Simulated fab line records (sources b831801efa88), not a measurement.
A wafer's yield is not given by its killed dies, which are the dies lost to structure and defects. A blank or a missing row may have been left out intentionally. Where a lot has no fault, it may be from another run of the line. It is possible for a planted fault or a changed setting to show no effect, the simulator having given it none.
Matching of chambers | flow sfq-line | SFQ_TRILAYER_I1_CMP_CMP_046 on cmp-01 has 4 sister chambers
The step polishes SiO2. 4 wafers are shown with their chamber, then 7 later ones without.

WAFERS, EACH WITH ITS CHAMBER
wafer  | chamber | motor-current-A (A)
L243.5 | 0       | 10.2
L243.6 | 1       | 8.5
L245.3 | 3       | 10.3
L245.4 | 2       | 8.6

WAFERS WHOSE CHAMBER IS MISSING
wafer  | motor-current-A (A)
L245.1 | 8.3
L250.3 | 9.9
L250.4 | 9.0
L250.6 | 9.3
L259.3 | 9.4
L259.1 | 10.2
L259.5 | 8.3

CHAMBER TAKEN BY EACH
wafer  | from the rows above               | in truth
L245.1 | can't be placed: 1 or 2           | 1
L250.3 | can't be placed: 0 or 3           | 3
L250.4 | can't be placed: 2 or 1 or 0 or 3 | 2
L250.6 | can't be placed: 2 or 1 or 0 or 3 | 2
L259.3 | can't be placed: 0 or 2 or 1 or 3 | 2
L259.1 | can't be placed: 0 or 3           | 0
L259.5 | can't be placed: 1 or 2           | 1
0 of 7 placed correctly. Not placeable from these rows: 7 (in 7, the candidates include the true chamber). 0 placed wrongly.
How it was worked out, from the rows above alone: a wafer's distance from a chamber is the root of the sum, over the readings, of the square of ((its reading less the chamber's mean) divided by the reading's scatter). The wafer belongs to the nearest chamber; if the next one is less than 2 further off, it can't be placed. A chamber's mean is the mean of its shown wafers. The scatter (one wafer shown for each chamber): square how far every hidden wafer sits from the nearest shown wafer, average those squares and take the square root.
